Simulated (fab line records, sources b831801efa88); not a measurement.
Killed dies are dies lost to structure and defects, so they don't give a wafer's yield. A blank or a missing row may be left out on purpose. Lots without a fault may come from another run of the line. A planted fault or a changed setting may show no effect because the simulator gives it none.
fab line records | flow gf180mcu
record lots=7 wafers=21 last_day=34
route steps=602 shown NSD@238 PSD@248
lots that met no fault: from a run of the same line without faults
start_h: hours from the record's first day to the start of the lot's first wafer shown | wait_h: hours since the lot's step before | " the same as in the row above | L1.1+2: a row that stands for several wafers | - no value, or no start given | * or withheld: withheld | < > ~ a bound
route shown NAME@n: a module of which the file shows steps, and the number in the route of the first | usual: mean/standard deviation of fault-free wafers | same: alike in all rows | chamber/n: place in a boat | sites: the reading at each site | _std_site: their standard deviation | _edge_site: outer sites' mean less inner sites' | radius_mm: how far each site lies from the wafer's centre | mask NAME#n: copy n | behind: the tool/chamber that last shaped the wafer | hold: why the lot was held/for how many hours/how that ended | device: the transistor (n, p or np) that didn't switch | end of line: the same wafers' tests at the end of the route | a step without rows: its recipe alone | killed: dies lost to structure and defects at the first sort, not the wafer's yield | map: a wafer's dies, x killed, . not, _ none there
set.NAME: the setting as run; set.NAME@STEP: as run at that earlier step | model.NAME: the simulator's own value behind a step, which no gauge read
lots at some steps of the route; a table a step, a row a wafer
services: from which hour (start_h, from the record's first day; less than 0 if before it) a tool's chamber was out of use, for how many hours, and why
## steps
# step GF_NSD_SOFTBAKE_03
# recipe temp_c=90 time_s=60 resist=NOVOLAK
# step GF_NSD_EXPOSE_04
# recipe mask_id=Nplus target_cd_nm=400 na=0.6 source_shape=conventional sigma_outer=0.6 dose_mj=140
# step GF_NSD_PEB_05
# recipe temp_c=withheld time_s=* resist=NOVOLAK
# step GF_NSD_DEVELOP_06
# recipe develop_time_s=60 dev_temp_c=23
# step GF_NSD_CD_MEAS_07
# recipe target_cd_nm=400
# usual cd_nm=400.9/2.1
# columns lot.wafer tool chamber start_h wait_h cd_nm
L987.1 cd_sem-01 - 297.39 0.1 403.7
L987.2 " - " " 406.2
L987.5 " - " " 403.9
L993.3 cd_sem-01 - 350.79 0.1 401.3
L993.4 " - " " 399.2
L993.6 " - " " 399.0
L994.2 cd_sem-02 - 353.27 0.1 397.8
L994.3 " - " " 398.4
L994.4 " - " " 400.9
L995.2 cd_sem-01 - 357.42 0.1 405.8
L995.3 " - " " 402.4
L995.6 " - " " 405.5
L103.1 cd_sem-02 - 427.03 0.1 402.7
L103.3 " - " " 401.5
L103.4 " - " " 399.1
L105.2 cd_sem-01 - 448.50 0.1 403.2
L105.3 " - " " 401.0
L105.4 " - " " 403.6
L109.3 cd_sem-02 - 485.54 0.1 400.1
L109.4 " - " " 400.7
L109.5 " - " " 400.1
# step GF_NSD_OVL_MEAS_08
# usual NSD_OVL=1.4/1.4
# columns lot.wafer tool chamber start_h wait_h NSD_OVL[nm]
L987.1 overlay-01 - 297.51 0.1 0.9
L987.2 " - " " 0.1
L987.5 " - " " -2.2
L993.3 overlay-02 - 350.89 0.1 -0.4
L993.4 " - " " -1.5
L993.6 " - " " -0.4
L994.2 overlay-02 - 353.38 0.1 0.4
L994.3 " - " " 1.1
L994.4 " - " " 1.6
L995.2 overlay-01 - 357.53 0.1 5.1
L995.3 " - " " 4.4
L995.6 " - " " 5.3
L103.1 overlay-01 - 427.15 0.1 2.5
L103.3 " - " " 0.9
L103.4 " - " " 1.2
L105.2 overlay-02 - 448.61 0.1 0.6
L105.3 " - " " -0.6
L105.4 " - " " 2.2
L109.3 overlay-01 - 485.63 0.1 1.4
L109.4 " - " " 3.1
L109.5 " - " " 2.6
# step GF_NSD_IMPLANT_09
# recipe species=As energy_kev=60 dose_cm2=4e+15 tilt_deg=7
# step GF_NSD_IMPLANT_10
# recipe species=P energy_kev=40 dose_cm2=5e+14 tilt_deg=7
# step GF_NSD_STRIP_11
# recipe chemistry=O2/N2 power_w=1400 pressure_mtorr=1500 platen_temp_c=250 o2_flow_sccm=3000 n2_flow_sccm=300 overash_fraction=0.5
# usual drypump_motor_current_A=5.5/0.33 heater_power_w=316/21 oes_product_au=0.487/0.0047 platen_temp_c=250.00/0.2 strip_time_to_endpoint_s=22.96/0.038
# same overash_fraction=0.5
# columns lot.wafer tool chamber start_h wait_h drypump_motor_current_A heater_power_w oes_product_au platen_temp_c rf_hours_counter_h strip_time_to_endpoint_s
L987.1 plasma_asher-01 0 297.84 0.1 5.2 315 0.487 249.79 18 22.89
L987.2 " 1 " " 5.2 282 0.485 249.88 18 22.91
L987.5 " 0 " " 5.2 322 0.476 249.81 - 22.96
L993.3 plasma_asher-04 1 351.24 0.1 5.5 346 0.497 249.88 - 22.94
L993.4 " 0 " " 5.7 322 0.502 250.02 - 22.99
L993.6 " 0 " " 5.7 325 0.490 249.93 - 23.02
L994.2 plasma_asher-04 1 353.71 0.1 5.5 358 0.488 250.10 74 23.03
L994.3 " 1 " " 5.5 360 0.478 250.20 - 23.04
L994.4 " 0 " " 5.7 322 0.484 249.63 - 23.01
L995.2 plasma_asher-01 1 357.86 0.1 5.3 288 0.495 250.00 24 22.96
L995.3 " 1 " " 5.3 293 0.484 250.05 - 22.90
L995.6 " 1 " " 5.3 283 0.498 249.77 - 22.94
L103.1 plasma_asher-04 0 427.49 0.1 5.7 331 0.491 249.69 81 22.97
L103.3 " 1 " " 5.5 350 0.491 250.06 - 22.97
L103.4 " 0 " " 5.7 326 0.482 249.94 - 22.97
L105.2 plasma_asher-01 0 448.94 0.1 5.2 310 0.492 249.68 33 22.98
L105.3 " 1 " " 5.2 283 0.489 250.16 - 22.99
L105.4 " 0 " " 5.2 311 0.495 249.91 - 22.93
L109.3 plasma_asher-01 1 485.99 0.1 5.3 285 0.481 250.27 - 22.93
L109.4 " 0 " " 5.2 321 0.486 250.05 - 22.92
L109.5 " 0 " " 5.2 316 0.497 250.12 - 22.91
# step GF_NSD_TW_MEAS_12
# usual NSD_TW=4267/23
# columns lot.wafer tool chamber start_h wait_h NSD_TW
L987.1 film_metro-01 - 297.94 0.1 4260
L987.2 " - " " 4279
L987.5 " - " " 4300
L993.3 film_metro-04 - 351.33 0.1 4264
L993.4 " - " " 4271
L993.6 " - " " 4278
L994.2 film_metro-04 - 353.82 0.1 4302
L994.3 " - " " 4295
L994.4 " - " " 4297
L995.2 film_metro-02 - 357.97 0.1 4254
L995.3 " - " " 4238
L995.6 " - " " 4259
L103.1 film_metro-04 - 427.59 0.1 4296
L103.3 " - " " 4284
L103.4 " - " " 4291
L105.2 film_metro-01 - 449.05 0.1 4234
L105.3 " - " " 4253
L105.4 " - " " 4236
L109.3 film_metro-02 - 486.08 0.1 4260
L109.4 " - " " 4219
L109.5 " - " " 4225
# step GF_PSD_DEHYDRATE_00
# recipe temp_c=200 time_s=60
# step GF_PSD_HMDS_01
# recipe prime_time_s=60 prime_temp_c=120
# step GF_PSD_COAT_02
# recipe resist=NOVOLAK spin_rpm=3000 resist_thk_nm=1000
# usual chill_plate_temp_C=23.01/0.1 dispense_pressure_kPa=49.3/2.4 resist_line_temp_C=23.00/0.094
# columns lot.wafer tool chamber start_h wait_h chill_plate_temp_C dispense_pressure_kPa resist_line_temp_C
L987.1 litho_track-01 0 307.13 0.1 22.85 50.1 23.04
L987.2 " 0 " " 22.93 50.0 23.05
L987.5 " 0 " " 23.04 50.1 23.23
L993.3 litho_track-01 - 361.73 0.1 - - -
L993.4 " - " " - - -
L993.6 " - " " - - -
L994.2 litho_track-03 - 364.51 0.1 - - -
L994.3 " - " " - - -
L994.4 " - " " - - -
L995.2 litho_track-01 - 368.80 0.1 - - -
L995.3 " - " " - - -
L995.6 " - " " - - -
L103.1 litho_track-03 0 439.33 0.1 23.07 46.1 22.97
L103.3 " 0 " " 22.96 46.1 22.98
L103.4 " 0 " " 22.97 46.1 22.94
L105.2 litho_track-01 0 461.00 0.1 23.07 50.2 22.89
L105.3 " 0 " " 23.10 50.1 23.06
L105.4 " 0 " " 23.01 50.1 22.88
L109.3 litho_track-02 0 497.38 0.1 22.95 52.5 22.96
L109.4 " 0 " " 22.83 52.5 22.97
L109.5 " 0 " " 22.86 52.5 23.00
# step GF_PSD_SOFTBAKE_03
# recipe temp_c=90 time_s=60 resist=NOVOLAK
# step GF_PSD_EXPOSE_04
# recipe mask_id=Pplus target_cd_nm=400 na=0.6 source_shape=conventional sigma_outer=0.6 dose_mj=140
# step GF_PSD_PEB_05
# recipe temp_c=withheld time_s=* resist=NOVOLAK
# step GF_PSD_DEVELOP_06
# recipe develop_time_s=60 dev_temp_c=23
# step GF_PSD_CD_MEAS_07
# recipe target_cd_nm=400
# usual cd_nm=399.8/2.3
# columns lot.wafer tool chamber start_h wait_h cd_nm
L987.1 cd_sem-01 - 317.58 0.1 400.0
L987.2 " - " " 399.7
L987.5 " - " " 400.0
L993.3 cd_sem-01 - 372.88 0.1 -
L993.4 " - " " -
L993.6 " - " " -
L994.2 cd_sem-01 - 375.90 0.1 -
L994.3 " - " " -
L994.4 " - " " -
L995.2 cd_sem-01 - 380.00 0.1 -
L995.3 " - " " -
L995.6 " - " " -
L103.1 cd_sem-02 - 452.10 0.2 398.2
L103.3 " - " " 399.4
L103.4 " - " " 397.1
L105.2 cd_sem-02 - 473.44 0.1 400.8
L105.3 " - " " 398.7
L105.4 " - " " 399.0
L109.3 cd_sem-02 - 509.41 0.1 400.4
L109.4 " - " " 398.3
L109.5 " - " " 398.5
# step GF_PSD_OVL_MEAS_08
# usual PSD_OVL=1.5/1.4
# columns lot.wafer tool chamber start_h wait_h PSD_OVL[nm]
L987.1 overlay-01 - 317.70 0.1 1.2
L987.2 " - " " 1.6
L987.5 " - " " 2.0
L993.3 overlay-01 - 372.97 0.1 -
L993.4 " - " " -
L993.6 " - " " -
L994.2 overlay-02 - 376.01 0.1 -
L994.3 " - " " -
L994.4 " - " " -
L995.2 overlay-01 - 380.11 0.1 -
L995.3 " - " " -
L995.6 " - " " -
L103.1 overlay-02 - 452.22 0.1 0.1
L103.3 " - " " 0.0
L103.4 " - " " 1.6
L105.2 overlay-01 - 473.55 0.1 1.9
L105.3 " - " " 4.0
L105.4 " - " " 4.7
L109.3 overlay-02 - 509.51 0.1 4.6
L109.4 " - " " 2.5
L109.5 " - " " 2.0
## services
# columns tool chamber start_h hours kind
plasma_asher-04 - 274.57 1.7 repair
plasma_asher-04 - 285.25 8.7 repair
plasma_asher-01 - 290.04 1.3 repair
plasma_asher-01 - 451.08 0.7 repair
litho_track-02 - 483.14 - consumable_replace:filter
## key
first_sign step=GF_PSD_COAT_02 reading=tool_record direction=missing
effect step=GF_PSD_CD_MEAS_07 reading=cd_nm direction=missing
effect step=GF_PSD_OVL_MEAS_08 reading=PSD_OVL direction=missing
met_at GF_PSD_COAT_02
struck_wafers L993.3,L993.4,L993.6,L994.2,L994.3,L994.4,L995.2,L995.3,L995.6
sort_left_out L993.3,L993.4,L993.6,L994.2,L994.3,L994.4,L995.2,L995.3,L995.6
tester_left_out L993,L994,L995
onset_between 307.13 361.73
fault kind=skipped_step_whole tool=litho_track-01,litho_track-03 chamber=- onset_h=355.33 steps=GF_PSD_COAT_02 scope=struck_lots_only
# tester_left_out: of these lots the tester's yield and bins aren't shown, on N5 and GAA mostly nor the transistor test; their killed dies are dies lost to structure and defects alone, not to doping, threshold or leakage, so they don't give the yield
# sort_left_out: the simulated sort isn't trusted on such a fault, so these wafers' sort isn't shown, and their yield isn't known
